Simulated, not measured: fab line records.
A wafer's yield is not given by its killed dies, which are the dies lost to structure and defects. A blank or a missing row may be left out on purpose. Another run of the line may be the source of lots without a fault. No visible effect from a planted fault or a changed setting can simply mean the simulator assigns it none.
fab line records    flow sky130
record lots=6  wafers=18  lastDay=49
route steps=708 shown METAL5@668 PASSIVATION@681 PAD_OPEN@694
lots that met no fault: taken from a fault-free run of the same line
startH: the number of hours between the record's first day and the start of the first shown wafer of the lot    waitH: hours from the lot's prior step to this one    " same as the row above    L1.1+2: one row covering several wafers at once    - no value, or no start was given    * or withheld: withheld    < > ~ a bound
route shown NAME@n: NAME is a module with steps in the file, n the number in the route of the first one    usual: mean and standard deviation over wafers with no fault    same: alike in all rows    chamber/n: place in a boat    sites: readings site by site    _std_site: how widely they spread, as a standard deviation    _edge_site: the outer-site mean with the inner-site mean subtracted    radiusMm: how far each site lies from the wafer's centre    mask NAME#n: copy n    behind: tool/chamber where the wafer was last shaped    hold: why the lot went on hold/how many hours it stayed there/how the hold came to an end    device: the transistor (n, p or np) that didn't switch    end of line: tests of these same wafers at the route's end    where a step has no rows: the recipe by itself    killed: dies lost to structure and defects at the first sort, not the wafer's yield    map: a wafer's dies, marking killed ones x, the rest . and places with no die _
set.NAME: the setting that was run; set.NAME@STEP: the one run at that earlier step    model.NAME: the simulator's own value behind a step, which no gauge read
lots seen at some steps along the route; tables by step, rows by wafer
services: when a tool's chamber went out of use (startH, in hours from the record's first day, below 0 if earlier), for how many hours, and the reason
## steps
# step SKY_METAL5_DEHYDRATE_07
# recipe tempC=200  timeS=60
# step SKY_METAL5_HMDS_08
# recipe primeTimeS=60  primeTempC=120
# step SKY_METAL5_COAT_09
# recipe resist=NOVOLAK  spinRpm=3000  resistThkNm=1800
# step SKY_METAL5_SOFTBAKE_10
# recipe tempC=90  timeS=60  resist=NOVOLAK
# step SKY_METAL5_EXPOSE_11
# recipe maskId=MM5  na=0.6  sourceShape=conventional  sigmaOuter=0.6  polarization=unpolarized  targetCdNm=1600  doseMj=190
# step SKY_METAL5_PEB_12
# recipe tempC=withheld  timeS=*  resist=NOVOLAK
# step SKY_METAL5_DEVELOP_13
# recipe resist=NOVOLAK  developer=TMAH  developTimeS=60  devTempC=23
# step SKY_METAL5_DESCUM_14
# recipe chemistry=O2  sourcePowerW=150  biasPowerW=0  pressureMtorr=10  tempC=40  timeS=11
# step SKY_METAL5_METAL_ETCH_15
# recipe targetDepthA=12600  stopOn=SiO2  overEtchFrac=0.2  timeS=252  chemistry=Cl2/BCl3  resistSidewallDeg=86  pressureMtorr=10  icpW=900  biasW=48.5  Cl2_flow_sccm=60  bcl3FlowSccm=30
# usual chamberPressureMTorr=9.998/0.01  drypumpMotorCurrentA=5.9/0.42  oesProductAu=0.894/0.0054  throttleValvePct=22.263/0.0089
lot.wafer  tool         chamber  startH   waitH  chamberPressureMTorr  drypumpMotorCurrentA  oesProductAu  rfHoursCounterH  throttleValvePct
L999.2     rieMetal-03  1        1052.87  0.0    9.988                 5.6                   0.893         14               22.275
L999.3     "            1        "        "      9.997                 5.6                   0.894         -                22.262
L999.6     "            1        "        "      9.990                 5.6                   0.894         -                22.264
L101.1     rieMetal-02  0        1064.83  0.0    10.009                6.8                   0.893         21               22.275
L101.5     "            1        "        "      10.008                5.7                   0.891         -                22.264
L101.6     "            0        "        "      10.008                6.8                   0.895         -                22.266
L112.2     rieMetal-01  1        1126.03  0.0    9.991                 5.8                   0.904         6                22.275
L112.4     "            0        "        "      9.998                 5.6                   0.897         -                22.255
L112.6     "            1        "        "      10.006                5.7                   0.893         -                22.266
L113.1     rieMetal-02  1        1137.02  0.0    9.998                 5.7                   0.890         28               22.249
L113.2     "            0        "        "      10.001                6.8                   0.884         25               22.267
L113.3     "            1        "        "      10.010                5.7                   0.899         -                22.272
L118.2     rieMetal-03  0        1148.58  0.0    10.013                6.1                   0.891         19               22.263
L118.3     "            0        "        "      10.000                6.0                   0.892         -                22.260
L118.5     "            0        "        "      9.998                 6.0                   0.898         -                22.253
L117.4     rieMetal-01  0        1148.75  0.1    9.984                 5.6                   0.894         -                22.258
L117.5     "            1        "        "      9.987                 5.7                   0.895         -                22.260
L117.6     "            0        "        "      10.007                5.7                   0.898         -                22.265
# step SKY_METAL5_STRIP_16
# recipe chemistry=O2/N2  powerW=1400  pressureMtorr=1500  platenTempC=withheld  o2FlowSccm=3000  n2FlowSccm=300  overashFraction=0.5
# usual chamberPressureMTorr=1500.0/1.3  drypumpMotorCurrentA=5.8/0.33  n2FlowSccm=300.0/1.1  oesProductAu=0.710/0.0046  stripTimeToEndpointS=13.18/0.097
# same overashFraction=0.5
lot.wafer  tool            chamber  startH   waitH  chamberPressureMTorr  drypumpMotorCurrentA  n2FlowSccm  oesProductAu  rfHoursCounterH  stripTimeToEndpointS
L999.2     plasmaAsher-04  0        1053.11  0.2    1501.0                6.3                   300.7       0.711         30               13.23
L999.3     "               0        "        "      1500.1                6.3                   301.0       0.708         -                13.23
L999.6     "               1        "        "      1501.2                5.3                   299.9       0.706         -                13.22
L101.1     plasmaAsher-03  0        1065.06  0.2    1500.1                5.8                   299.4       0.701         91               13.26
L101.5     "               1        "        "      1499.2                5.8                   299.9       0.711         -                13.36
L101.6     "               0        "        "      1500.0                5.9                   300.3       0.720         -                13.23
L112.2     plasmaAsher-04  1        1126.26  0.2    1500.0                5.2                   299.0       0.707         37               13.16
L112.4     "               1        "        "      1500.3                5.3                   298.3       0.719         -                13.12
L112.6     "               0        "        "      1499.8                6.3                   300.5       0.712         -                13.03
L113.1     plasmaAsher-03  0        1137.26  0.2    1500.5                5.9                   301.4       0.714         98               13.06
L113.2     "               1        "        "      1498.6                5.8                   301.8       0.705         98               13.00
L113.3     "               0        "        "      1501.0                5.8                   300.6       0.717         -                13.08
L118.2     plasmaAsher-01  1        1148.81  0.2    1498.5                5.9                   300.1       0.709         7                13.07
L118.3     "               1        "        "      1501.0                5.9                   301.5       0.715         -                13.09
L118.5     "               0        "        "      1500.0                5.5                   300.7       0.713         -                13.10
L117.4     plasmaAsher-03  1        1148.94  0.1    1498.1                5.8                   301.0       0.716         -                13.12
L117.5     "               0        "        "      1500.2                5.9                   298.9       0.712         -                13.06
L117.6     "               1        "        "      1498.5                5.8                   300.7       0.708         -                13.15
# step SKY_METAL5_STRIP_17
# recipe chemistry=postEtchResidueRemover  timeS=1200  tempC=72.5
# step SKY_METAL5_CLEAN_18
# recipe chemistry=IPA  timeS=180  tempC=25
# step SKY_METAL5_CLEAN_19
# recipe chemistry=O3/DIW  dry=n2Spin
lot.wafer   tool         chamber  startH   waitH
L999.2+3+6  wetBench-02  3        1053.65  0.0
L101.1+5+6  wetBench-02  3        1065.56  0.0
L112.2+4+6  wetBench-01  0        1127.10  0.0
L113.1+2+3  wetBench-02  1        1137.76  0.0
L118.2+3+5  wetBench-01  0        1149.34  0.0
L117.4+5+6  wetBench-02  3        1149.44  0.0
# step SKY_PASSIVATION_CVD_00
# recipe material=SiO2  targetThkNm=90  tempC=400  timeS=withheld  rfW=600
# usual heaterPowerW=671/120  susceptorTempC=399.99/0.23
lot.wafer  tool      chamber  startH   waitH  heaterPowerW  susceptorTempC
L999.2     pecvd-03  0        1053.74  0.0    618           400.33
L999.3     "         2        "        "      715           399.74
L999.6     "         2        "        "      710           399.98
L101.1     pecvd-02  0        1065.66  0.0    896           399.88
L101.5     "         1        "        "      632           400.20
L101.6     "         0        "        "      894           399.81
L112.2     pecvd-03  1        1127.29  0.0    562           400.12
L112.4     "         1        "        "      558           400.11
L112.6     "         0        "        "      584           399.91
L113.1     pecvd-04  0        1137.85  0.0    602           400.43
L113.2     "         1        "        "      636           399.90
L113.3     "         2        "        "      534           399.83
L118.2     pecvd-02  0        1149.44  0.0    946           399.63
L118.3     "         1        "        "      675           400.16
L118.5     "         0        "        "      976           400.15
L117.4     pecvd-04  1        1149.55  0.0    681           400.13
L117.5     "         0        "        "      659           399.62
L117.6     "         2        "        "      526           399.88
# step SKY_PASSIVATION_THK_MEAS_01
# recipe reads=SiO2_of_PASSIVATION_CVD_00
# usual PASSIVATION_CVD_00_THK=90.0/1.2
lot.wafer  tool          chamber  startH   waitH  PASSIVATION_CVD_00_THK[nm]
L999.2     filmMetro-02  -        1053.79  -      88.0
L999.3     "             -        "        "      88.2
L999.6     "             -        "        "      90.7
L101.1     filmMetro-02  -        1065.68  -      88.9
L101.5     "             -        "        "      89.1
L101.6     "             -        "        "      88.7
L112.2     filmMetro-02  -        1127.32  -      89.9
L112.4     "             -        "        "      90.5
L112.6     "             -        "        "      91.2
L113.1     filmMetro-02  -        1137.87  -      88.4
L113.2     "             -        "        "      88.3
L113.3     "             -        "        "      88.1
L118.2     filmMetro-02  -        1149.48  -      88.0
L118.3     "             -        "        "      89.3
L118.5     "             -        "        "      90.7
L117.4     filmMetro-03  -        1149.59  -      90.1
L117.5     "             -        "        "      93.0
L117.6     "             -        "        "      90.7
# step SKY_PASSIVATION_CVD_02
# recipe material=Si3N4  targetThkNm=540  tempC=400  timeS=withheld  rfW=450
# usual heaterPowerW=730/120  susceptorTempC=400.02/0.2
lot.wafer  tool      chamber  startH   waitH  heaterPowerW  susceptorTempC
L999.2     pecvd-02  1        1053.84  0.0    650           400.25
L999.3     "         2        "        "      693           399.88
L999.6     "         1        "        "      672           399.96
L101.1     pecvd-04  1        1065.74  0.1    713           399.78
L101.5     "         0        "        "      719           399.71
L101.6     "         1        "        "      744           399.76
L112.2     pecvd-02  1        1127.37  0.0    673           399.55
L112.4     "         0        "        "      1009          400.01
L112.6     "         1        "        "      667           399.77
L113.1     pecvd-02  2        1137.93  0.1    679           400.01
L113.2     "         1        "        "      668           400.14
L113.3     "         0        "        "      954           399.83
L118.2     pecvd-03  2        1149.53  0.0    836           399.99
L118.3     "         0        "        "      710           400.50
L118.5     "         2        "        "      874           400.30
L117.4     pecvd-02  2        1149.73  0.1    618           400.13
L117.5     "         1        "        "      711           400.04
L117.6     "         0        "        "      987           400.06
# step SKY_PASSIVATION_THK_MEAS_03
# recipe reads=Si3N4_of_PASSIVATION_CVD_02
# usual PASSIVATION_CVD_02_THK=542/7.2
lot.wafer  tool          chamber  startH   waitH  PASSIVATION_CVD_02_THK[nm]
L999.2     filmMetro-02  -        1054.08  -      532
L999.3     "             -        "        "      539
L999.6     "             -        "        "      544
L101.1     filmMetro-03  -        1065.96  -      541
L101.5     "             -        "        "      543
L101.6     "             -        "        "      551
L112.2     filmMetro-04  -        1127.61  -      539
L112.4     "             -        "        "      544
L112.6     "             -        "        "      548
L113.1     filmMetro-03  -        1138.16  -      552
L113.2     "             -        "        "      551
L113.3     "             -        "        "      542
L118.2     filmMetro-04  -        1149.76  -      541
L118.3     "             -        "        "      531
L118.5     "             -        "        "      548
L117.4     filmMetro-03  -        1149.87  -      557
L117.5     "             -        "        "      557
L117.6     "             -        "        "      547
# step SKY_PASSIVATION_DEHYDRATE_04
# recipe tempC=200  timeS=60
# step SKY_PASSIVATION_HMDS_05
# recipe primeTimeS=60  primeTempC=120
# step SKY_PASSIVATION_COAT_06
# recipe spinRpm=2000  resistThkNm=3000
# step SKY_PASSIVATION_SOFTBAKE_07
# recipe tempC=110  timeS=withheld
# step SKY_PASSIVATION_EXPOSE_08
# recipe maskId=NSM  targetCdNm=3000  na=0.57  doseMj=260
# step SKY_PASSIVATION_PEB_09
# recipe tempC=115  timeS=withheld
# step SKY_PASSIVATION_DEVELOP_10
# recipe developTimeS=60  devTempC=23
# step SKY_PASSIVATION_ETCH_11
# recipe chemistry=CF4/O2  targetDepthNm=725  stopOn=AlCu  sourceW=800  biasW=150  pressureMtorr=150  cf4FlowSccm=80  O2_flow_sccm=10  timeS=161.1
# step SKY_PASSIVATION_STRIP_12
# recipe chemistry=O2/N2  powerW=1400  pressureMtorr=1500  platenTempC=withheld  overashFraction=0.7  o2FlowSccm=3000  n2FlowSccm=300
# usual chamberPressureMTorr=1500.0/1.4  drypumpMotorCurrentA=5.5/0.4  n2FlowSccm=300.1/0.9  oesProductAu=0.661/0.0043  stripTimeToEndpointS=31.56/0.14
# same overashFraction=0.7
lot.wafer  tool            chamber  startH   waitH  chamberPressureMTorr  drypumpMotorCurrentA  n2FlowSccm  oesProductAu  rfHoursCounterH  stripTimeToEndpointS
L999.2     plasmaAsher-04  1        1074.49  0.1    1498.7                5.2                   299.0       0.663         32               31.34
L999.3     "               1        "        "      1500.6                5.2                   300.9       0.660         -                31.31
L999.6     "               0        "        "      1500.5                6.3                   299.6       0.657         -                31.56
L101.1     plasmaAsher-04  0        1085.69  0.1    1499.6                6.3                   299.1       0.659         34               31.45
L101.5     "               1        "        "      1498.9                5.3                   302.2       0.658         -                31.32
L101.6     "               0        "        "      1499.2                6.3                   301.4       0.658         -                31.46
L112.2     plasmaAsher-02  0        1145.65  0.1    1502.9                5.6                   300.0       0.661         71               31.51
L112.4     "               0        "        "      1498.6                5.6                   301.1       0.659         -                31.45
L112.6     "               1        "        "      1501.0                5.1                   300.3       0.656         -                31.58
L113.1     plasmaAsher-02  1        1155.70  0.1    1499.8                5.1                   298.9       0.662         72               31.50
L113.2     "               0        "        "      1499.7                5.6                   299.7       0.663         72               31.75
L113.3     "               1        "        "      1499.7                5.1                   298.5       0.652         -                31.42
L118.2     plasmaAsher-01  0        1166.54  0.1    1500.9                5.5                   300.6       0.663         8                31.57
L118.3     "               0        "        "      1502.1                5.4                   299.5       0.666         -                31.38
L118.5     "               0        "        "      1500.6                5.4                   298.9       0.661         -                31.43
L117.4     plasmaAsher-04  0        1166.93  0.0    1500.8                6.3                   300.5       0.663         -                31.27
L117.5     "               1        "        "      1500.2                5.2                   299.6       0.668         -                31.45
L117.6     "               0        "        "      1501.3                6.3                   301.7       0.657         -                31.33
# step SKY_PAD_OPEN_DEHYDRATE_00
# recipe tempC=200  timeS=60
# step SKY_PAD_OPEN_HMDS_01
# recipe primeTimeS=60  primeTempC=120
# step SKY_PAD_OPEN_COAT_02
# recipe spinRpm=2000  resistThkNm=3000
# step SKY_PAD_OPEN_SOFTBAKE_03
# recipe tempC=110  timeS=withheld
# step SKY_PAD_OPEN_EXPOSE_04
# recipe maskId=PDM  targetCdNm=60000  na=0.57  doseMj=260
# step SKY_PAD_OPEN_PEB_05
# recipe tempC=115  timeS=withheld
# step SKY_PAD_OPEN_DEVELOP_06
# recipe developTimeS=60  devTempC=23
# step SKY_PAD_OPEN_ETCH_07
# recipe chemistry=CF4/O2  targetDepthNm=725  stopOn=AlCu  sourceW=800  biasW=150  pressureMtorr=150  cf4FlowSccm=80  O2_flow_sccm=10  timeS=161.1
# step SKY_PAD_OPEN_STRIP_08
# recipe chemistry=O2/N2  powerW=1400  pressureMtorr=1500  platenTempC=withheld  overashFraction=0.7  o2FlowSccm=3000  n2FlowSccm=300
# step SKY_PAD_OPEN_STRIP_09
# recipe chemistry=postEtchResidueRemover  timeS=1200  tempC=72.5
# step SKY_PAD_OPEN_CLEAN_10
# recipe chemistry=IPA  timeS=180  tempC=25
# step SKY_PAD_OPEN_CLEAN_11
# recipe chemistry=O3/DIW  dry=n2Spin
# step SKY_PAD_OPEN_ANNEAL_12
# recipe tempC=400  timeS=withheld  ambient=N2/H2  idleTempC=300  rampUpCPerMin=8  rampDownCPerMin=4
# step SKY_PAD_OPEN_BOW_MEAS_13
# recipe mode=bow
# usual PAD_OPEN_BOW=45/8.7
lot.wafer  tool          chamber  startH   waitH  PAD_OPEN_BOW[um]
L999.2     filmMetro-04  -        1097.06  -      46
L999.3     "             -        "        "      42
L999.6     "             -        "        "      51
L101.1     filmMetro-02  -        1106.79  -      58
L101.5     "             -        "        "      51
L101.6     "             -        "        "      42
L112.2     filmMetro-02  -        1165.33  -      32
L112.4     "             -        "        "      48
L112.6     "             -        "        "      46
L113.1     filmMetro-02  -        1174.55  -      50
L113.2     "             -        "        "      48
L113.3     "             -        "        "      48
L118.2     filmMetro-01  -        1185.61  -      41
L118.3     "             -        "        "      54
L118.5     "             -        "        "      57
L117.4     filmMetro-04  -        1186.35  -      30
L117.5     "             -        "        "      50
L117.6     "             -        "        "      35
# step SKY_PAD_OPEN_PROBE_99
# usual defectLimitedYield=82.6/1.8  killed_at_M0_to_M3=44/6.5  killed_at_M4_up=3.3/1.9  killedAtContacts=23/4.7  killedAtFrontEnd=15/4.5  killedAtOther=0.2/0.52  killedDies=86/8.9  killedOnRim=17/3.7  killedOpen=47/6.8  killedShort=39/6.1  sort_bin_3_pad_short=0.8/0.44  sort_bin_5_function=10.3/1.4  sort_bin_6_memory=6.3/1.1  sortNPass=406/8.9  sortYieldPct=82.6/1.8
# same grossDies=492  killedAtBackSide=0  sort_bin_4_leakage[%]=0  sort_bin_8_speed[%]=0
lot.wafer  tool       chamber  startH   waitH  hold                     defectLimitedYield[%]  killed_at_M0_to_M3  killed_at_M4_up  killedAtContacts  killedAtFrontEnd  killedAtOther  killedDies  killedOnRim  killedOpen  killedShort  sort_bin_3_pad_short[%]  sort_bin_5_function[%]  sort_bin_6_memory[%]  sortNPass  sortYieldPct[%]  model.etest.tester.sortNPass  model.etest.tester.sortYieldPct  model.etest.tester.sort_bin_5_pct  model.etest.tester.sort_bin_3_pct
L999.2     prober-01  -        1097.21  0.1    awaitDispo/3.4h/release  75.4                   36                  37               29                19                0              121         25           49          37           2.2                      15.4                    6.9                   371        75.4             371                           75.41                            15.45                              2.236
L999.3     prober-01  -        1097.26  0.2    awaitDispo/3.4h/release  74.8                   45                  35               21                23                0              124         27           53          37           2.8                      15.2                    7.1                   368        74.8             368                           74.8                             15.24                              2.846
L999.6     prober-01  -        1097.41  0.2    awaitDispo/3.4h/release  75.8                   38                  43               22                16                0              119         34           44          39           2.2                      14.8                    7.1                   373        75.8             373                           75.81                            14.84                              2.236
L101.1     prober-01  -        1106.91  0.1    awaitDispo/1.5h/release  73.6                   47                  38               24                20                1              130         28           56          39           3.7                      13.0                    9.8                   362        73.6             362                           73.58                            13.01                              3.659
L101.5     prober-01  -        1107.11  0.2    awaitDispo/1.5h/release  77.0                   48                  35               18                12                0              113         29           40          40           3.0                      15.4                    4.5                   379        77.0             379                           77.03                            15.45                              3.049
L101.6     prober-01  -        1107.16  0.2    awaitDispo/1.5h/release  74.0                   45                  36               29                17                1              128         32           50          44           3.7                      13.2                    9.1                   364        74.0             364                           73.98                            13.21                              3.659
L112.2     prober-02  -        1165.48  0.1    -                        83.3                   42                  2                17                21                0              82          13           40          42           0.8                      8.5                     7.3                   410        83.3             410                           83.33                            8.537                              0.813
L112.4     prober-02  -        1165.58  0.2    -                        82.3                   49                  3                22                12                1              87          17           43          44           0.4                      11.6                    5.7                   405        82.3             405                           82.32                            11.59                              0.4065
L112.6     prober-02  -        1165.68  0.2    -                        84.3                   36                  3                19                19                0              77          16           42          35           0.6                      9.8                     5.3                   415        84.3             415                           84.35                            9.756                              0.6098
L113.1     prober-02  -        1174.67  0.1    -                        82.5                   46                  2                21                17                0              86          24           50          36           1.2                      10.8                    5.5                   406        82.5             406                           82.52                            10.77                              1.22
L113.2     prober-02  -        1174.72  0.1    -                        80.1                   43                  2                39                12                2              98          21           44          54           1.4                      11.4                    7.1                   394        80.1             394                           80.08                            11.38                              1.423
L113.3     prober-02  -        1174.77  0.2    -                        83.9                   31                  1                32                15                0              79          12           46          33           0.8                      9.3                     5.9                   413        83.9             413                           83.94                            9.35                               0.813
L118.2     prober-02  -        1185.76  0.1    -                        81.5                   55                  4                20                12                0              91          17           49          42           0.6                      9.8                     8.1                   401        81.5             401                           81.5                             9.756                              0.6098
L118.3     prober-02  -        1185.81  0.2    -                        81.5                   49                  2                21                18                1              91          21           47          44           0.6                      10.6                    7.3                   401        81.5             401                           81.5                             10.57                              0.6098
L118.5     prober-02  -        1185.91  0.2    -                        82.7                   41                  4                23                17                0              85          12           43          42           0.2                      11.2                    5.9                   407        82.7             407                           82.72                            11.18                              0.2033
L117.4     prober-01  -        1186.56  0.2    -                        82.1                   42                  6                24                16                0              88          18           39          49           1.6                      10.8                    5.5                   404        82.1             404                           82.11                            10.77                              1.626
L117.5     prober-01  -        1186.61  0.2    -                        82.7                   46                  1                24                13                1              85          17           47          38           0.4                      11.0                    5.9                   407        82.7             407                           82.72                            10.98                              0.4065
L117.6     prober-01  -        1186.66  0.2    -                        84.8                   38                  2                20                15                0              75          13           38          37           0.4                      8.7                     6.1                   417        84.8             417                           84.76                            8.74                               0.4065
# killed by level:class
L999.2 METAL5:unspecified=35 CONTACT:geometricParticle:open=17 VIA1:geometricParticle:open=8 METAL1:geometricParticle:short=5 METAL2:geometricParticle:short=5 POLY_GATE:geometricParticle:open=4 LI_CONTACT:geometricParticle:open=4 LI_CONTACT:geometricParticle:short=4
L999.3 METAL5:unspecified=34 VIA1:geometricParticle:open=10 CONTACT:geometricParticle:open=10 FIELD_ISO:geometricParticle:short=8 VIA2:geometricParticle:open=8 METAL1:geometricParticle:short=8 FIELD_ISO:geometricParticle:open=7 METAL2:geometricParticle:short=5
L999.6 METAL5:unspecified=36 VIA1:geometricParticle:open=8 LI_CONTACT:geometricParticle:open=7 CONTACT:geometricParticle:open=7 METAL4:geometricParticle:short=7 FIELD_ISO:geometricParticle:short=6 VIA3:geometricParticle:open=6 VIA2:geometricParticle:open=5
L101.1 METAL5:unspecified=35 CONTACT:geometricParticle:open=13 VIA1:geometricParticle:open=12 FIELD_ISO:geometricParticle:open=7 METAL2:geometricParticle:short=6 VIA3:geometricParticle:open=6 FIELD_ISO:geometricParticle:short=5 LI_CONTACT:geometricParticle:open=5
L101.5 METAL5:unspecified=33 VIA1:geometricParticle:open=10 CONTACT:geometricParticle:open=8 VIA2:geometricParticle:open=7 VIA3:geometricParticle:open=6 METAL1:geometricParticle:short=5 FIELD_ISO:geometricParticle:short=4 VIA2:geometricParticle:short=4
L101.6 METAL5:unspecified=34 CONTACT:geometricParticle:open=11 VIA1:geometricParticle:open=10 VIA3:geometricParticle:open=7 CONTACT:geometricParticle:short=6 METAL2:geometricParticle:short=6 FIELD_ISO:geometricParticle:short=5 LI_CONTACT:geometricParticle:open=5
L112.2 CONTACT:geometricParticle:open=7 VIA2:geometricParticle:open=7 VIA1:geometricParticle:open=6 VIA3:geometricParticle:open=6 FIELD_ISO:geometricParticle:short=5 METAL2:geometricParticle:short=5 FIELD_ISO:geometricParticle:open=4 POLY_GATE:geometricParticle:short=4
L112.4 VIA1:geometricParticle:short=8 VIA1:geometricParticle:open=8 VIA3:geometricParticle:open=7 CONTACT:geometricParticle:open=7 METAL1:geometricParticle:short=6 LI_CONTACT:geometricParticle:open=5 METAL1:geometricParticle:open=5 METAL2:geometricParticle:short=5
L112.6 VIA3:geometricParticle:open=9 VIA1:geometricParticle:open=9 FIELD_ISO:geometricParticle:open=8 VIA3:geometricParticle:short=6 LOCAL_INTERCONNECT:geometricParticle:short=5 CONTACT:geometricParticle:open=5 POLY_GATE:geometricParticle:short=4 LI_CONTACT:geometricParticle:open=4
L113.1 VIA1:geometricParticle:open=9 VIA2:geometricParticle:open=9 VIA3:geometricParticle:open=7 VIA1:geometricParticle:short=7 CONTACT:geometricParticle:open=6 LI_CONTACT:geometricParticle:short=5 LI_CONTACT:geometricParticle:open=5 METAL1:geometricParticle:short=5
L113.2 CONTACT:geometricParticle:open=15 LI_CONTACT:geometricParticle:open=8 METAL2:geometricParticle:short=8 CONTACT:geometricParticle:short=7 METAL1:geometricParticle:short=6 LOCAL_INTERCONNECT:geometricParticle:short=6 VIA3:geometricParticle:short=6 VIA1:geometricParticle:open=6
L113.3 LI_CONTACT:geometricParticle:open=13 CONTACT:geometricParticle:open=11 VIA1:geometricParticle:open=5 FIELD_ISO:geometricParticle:open=4 POLY_GATE:geometricParticle:short=4 METAL2:geometricParticle:short=4 METAL1:geometricParticle:short=4 FIELD_ISO:geometricParticle:short=3
L118.2 VIA1:geometricParticle:open=12 METAL1:geometricParticle:short=10 VIA2:geometricParticle:open=8 CONTACT:geometricParticle:open=7 VIA1:geometricParticle:short=6 LI_CONTACT:geometricParticle:open=5 CONTACT:geometricParticle:short=5 VIA3:geometricParticle:open=5
L118.3 METAL1:geometricParticle:short=10 LI_CONTACT:geometricParticle:open=8 VIA1:geometricParticle:open=7 CONTACT:geometricParticle:open=7 VIA2:geometricParticle:open=6 VIA1:geometricParticle:short=6 POLY_GATE:geometricParticle:open=5 VIA3:geometricParticle:open=5
L118.5 VIA3:geometricParticle:open=9 CONTACT:geometricParticle:open=7 METAL2:geometricParticle:short=7 VIA2:geometricParticle:open=7 LOCAL_INTERCONNECT:geometricParticle:short=6 VIA1:geometricParticle:open=5 CONTACT:geometricParticle:short=5 POLY_GATE:geometricParticle:open=4
L117.4 VIA1:geometricParticle:open=9 CONTACT:geometricParticle:open=7 METAL2:geometricParticle:short=7 CONTACT:geometricParticle:short=6 VIA2:geometricParticle:open=5 LOCAL_INTERCONNECT:geometricParticle:short=5 METAL1:geometricParticle:short=5 METAL4:geometricParticle:short=5
L117.5 CONTACT:geometricParticle:open=13 VIA1:geometricParticle:open=11 VIA1:geometricParticle:short=6 METAL2:geometricParticle:short=6 VIA3:geometricParticle:open=6 VIA3:geometricParticle:short=5 FIELD_ISO:geometricParticle:short=4 LI_CONTACT:geometricParticle:open=4
L117.6 CONTACT:geometricParticle:open=8 VIA3:geometricParticle:open=8 FIELD_ISO:geometricParticle:short=7 VIA1:geometricParticle:open=6 LI_CONTACT:geometricParticle:open=5 CONTACT:geometricParticle:short=4 VIA1:geometricParticle:short=4 VIA2:geometricParticle:open=4
# map L999.3 (x killed, . not)
__________xx....x..._________
________xx.xx........x_______
______xxxxxxx..x..x....._____
_____xxxxxx.x..x.xxx....x____
____xxxxxxx..x.........x..___
___.xxxxxx.x......xx..x....__
__...x.xx..x..x............x_
_............x.........x.....
_..x.....x...xx....x....x....
_...x.....x.x................
_.x....x.x..x...........x.x.x
_....x..x.....x.........x...x
_...........x....x.x...x.x.x.
_x......x.....x.x...x......x.
_......x..x.x....x......x....
__..x.x.x.x.x......x.x.....x_
___x.x................x....__
____.....x..x.x.....x.....___
_____........xx........x.____
______.x....xxxx.x...x.._____
________x..x..x......x_______
__________.x........_________
# map L101.1 (x killed, . not)
__________xx.....x.._________
________xxx..x....x.x._______
______xxxxx.x.........x._____
_____xxxxxx.xx......x....____
____xxxxxxxx.x...x........___
___xxxxxxxx.......x.xx..x..__
__.xxx..xx.x.x..........x..x_
_.....xxx..x....x....x.......
_...............x........xx..
_..x....xxxx.....x...xx.xx.x.
_x.x.......xx...x.....x.xx...
_x.x....x...x.xxxxx...x.....x
_......x.x....xx.......x....x
_x.x....x.x.....x............
_...x.x........x.....x.......
__x.x........xxx..x........._
___........x....x......x..x__
____.x............x.......___
_____........x.xxx..x....____
______x.....xx.........._____
________.............._______
__________.........._________
## services
tool            chamber  startH   hours  kind
plasmaAsher-02  -        1043.21  0.8    repair
plasmaAsher-04  -        1047.59  4.3    pm
rieMetal-01     1        1048.37  3.6    repair
plasmaAsher-01  -        1049.84  0.6    repair
rieMetal-03     -        1052.25  0.3    repair
plasmaAsher-01  -        1055.25  9.0    pm
plasmaAsher-01  0        1055.25  9.0    ventCycle
plasmaAsher-01  1        1055.25  9.0    ventCycle
pecvd-03        1        1058.54  2.1    scheduledDown
plasmaAsher-01  0        1064.25  -      clean
plasmaAsher-01  1        1064.25  -      clean
rieMetal-02     0        1085.63  14.8   repair
rieMetal-03     -        1086.03  0.8    repair
pecvd-02        2        1086.84  2.1    scheduledDown
pecvd-04        -        1116.66  5.5    pm
wetBench-01     -        1117.61  8.0    repair
pecvd-03        -        1118.72  6.0    pm
plasmaAsher-04  -        1122.98  1.7    repair
plasmaAsher-01  -        1132.19  14.6   pm
plasmaAsher-04  -        1146.81  2.6    repair
plasmaAsher-03  -        1155.33  1.2    repair
rieMetal-01     0        1156.85  3.0    repair
pecvd-03        -        1163.33  0.7    repair
## key
firstSign step=SKY_PAD_OPEN_PROBE_99  reading=killed_at_M4_up  direction=up  sigmas=18  usual=3.3  struck=37.3
effect step=SKY_PAD_OPEN_PROBE_99  reading=sort_bin_3_pad_short  direction=up  sigmas=4.8  usual=0.8  struck=2.9
modelEffect step=SKY_PAD_OPEN_PROBE_99  value=etest.tester.sortNPass  without=399.7  struck=369.5
metAt SKY_METAL5_CLEAN_19
struckWafers L999.2,L999.3,L999.6,L101.1,L101.5,L101.6
fault kind=chamberParticleSource  tool=wetBench-02  chamber=3  onsetH=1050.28  steps=SKY_METAL5_CLEAN_19  ratePerVisitCm2=1.6925  endH=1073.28
